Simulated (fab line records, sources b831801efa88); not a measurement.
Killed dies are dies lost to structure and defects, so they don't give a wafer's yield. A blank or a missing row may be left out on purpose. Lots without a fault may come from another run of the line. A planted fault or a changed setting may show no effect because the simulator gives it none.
Chamber matching | flow sky130 | SKY_VIA2_CMP_24 on cmp-02: 4 sister chambers
The step polishes, stops on SiO2, t overpolish 20 s, target thk 0 nm. 33 wafers are shown with their chamber, then 12 later ones without.

WAFERS WITH THEIR CHAMBER
wafer  | chamber | motor_current_A (A) | time_to_endpoint_s (s) | slurry_filter_dp_kPa (kPa)
L074.1 | 2       | 14.1                | 94                     | 13.60
L074.2 | 0       | 11.1                | 95                     | 13.44
L074.5 | 3       | 13.1                | 103                    | 13.70
L075.2 | 3       | 13.1                | 105                    | 13.55
L075.3 | 2       | 14.0                | 99                     | 13.55
L075.4 | 1       | 9.9                 | 105                    | 13.52
L076.2 | 1       | 9.6                 | 103                    | 13.51
L076.4 | 0       | 11.0                | 95                     | 13.52
L076.5 | 3       | 13.0                | 104                    | 13.42
L077.2 | 0       | 11.8                | 88                     | 13.69
L077.3 | 3       | 12.5                | 99                     | 13.30
L077.5 | 2       | 13.8                | 93                     | 13.61
L078.2 | 0       | 10.6                | 91                     | 13.52
L078.3 | 2       | 14.1                | 95                     | 13.36
L078.5 | 0       | 10.6                | 91                     | 13.66
L080.3 | 0       | 10.9                | 89                     | 13.41
L080.4 | 2       | 14.8                | 96                     | 13.63
L080.5 | 3       | 13.1                | 104                    | 13.44
L083.1 | 3       | 11.9                | 101                    | 13.36
L083.5 | 3       | 12.8                | 99                     | 13.52
L083.6 | 0       | 11.0                | 94                     | 13.38
L087.1 | 2       | 14.6                | 98                     | 13.45
L087.3 | 3       | 13.3                | 101                    | 13.43
L087.6 | 1       | 9.6                 | 99                     | 13.65
L088.2 | 3       | 12.9                | 107                    | 13.22
L088.3 | 2       | 14.0                | 99                     | 13.45
L088.4 | 1       | 9.5                 | 107                    | 13.35
L089.2 | 0       | 10.4                | 95                     | 13.51
L089.5 | 1       | 9.1                 | 104                    | 13.54
L089.6 | 2       | 14.0                | 96                     | 13.58
L090.1 | 0       | 11.1                | 103                    | 13.42
L090.4 | 3       | 12.2                | 113                    | 13.37
L090.5 | 0       | 10.5                | 98                     | 13.87

SIGNATURES (means of the wafers above)
reading              | chamber 0 | chamber 1 | chamber 2 | chamber 3 | scatter within a chamber
motor_current_A      | 10.900    | 9.540     | 14.175    | 12.790    | 0.393
time_to_endpoint_s   | 93.90     | 103.60    | 96.25     | 103.60    | 3.75
slurry_filter_dp_kPa | 13.5420   | 13.5140   | 13.5288   | 13.4310   | 0.13
Rule: a wafer's distance from a chamber is the root of the sum, over the readings, of the square of ((its reading less the chamber's mean) divided by the reading's scatter). The wafer belongs to the nearest chamber; if the next one is less than 2 further off, it can't be placed. The scatter: the root of (the sum of the squares of (reading less its chamber's mean) over the shown wafers, divided by (wafers less chambers)).

WAFERS WITHOUT THEIR CHAMBER
wafer  | motor_current_A (A) | time_to_endpoint_s (s) | slurry_filter_dp_kPa (kPa)
L091.2 | 12.8                | 104                    | 13.33
L091.4 | 13.3                | 101                    | 13.47
L091.6 | 14.1                | 99                     | 13.62
L092.1 | 10.7                | 96                     | 13.66
L092.2 | 12.4                | 108                    | 13.42
L092.4 | 9.1                 | 108                    | 13.52
L094.2 | 11.0                | 97                     | 13.48
L094.3 | 9.8                 | 110                    | 13.44
L094.5 | 14.5                | 96                     | 13.68
L097.2 | 14.4                | 95                     | 13.31
L097.3 | 9.5                 | 103                    | 13.72
L097.4 | 10.8                | 90                     | 13.41

WHICH CHAMBER EACH WENT THROUGH
wafer  | from the rows above     | in truth
L091.2 | 3                       | 3
L091.4 | can't be placed: 3 or 2 | 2
L091.6 | 2                       | 2
L092.1 | 0                       | 0
L092.2 | 3                       | 3
L092.4 | 1                       | 1
L094.2 | 0                       | 0
L094.3 | 1                       | 1
L094.5 | 2                       | 2
L097.2 | 2                       | 2
L097.3 | 1                       | 1
L097.4 | 0                       | 0
Placed correctly: 11 of 12. Can't be placed from these rows: 1 (the true chamber is among the candidates in 1). Placed wrongly: 0.
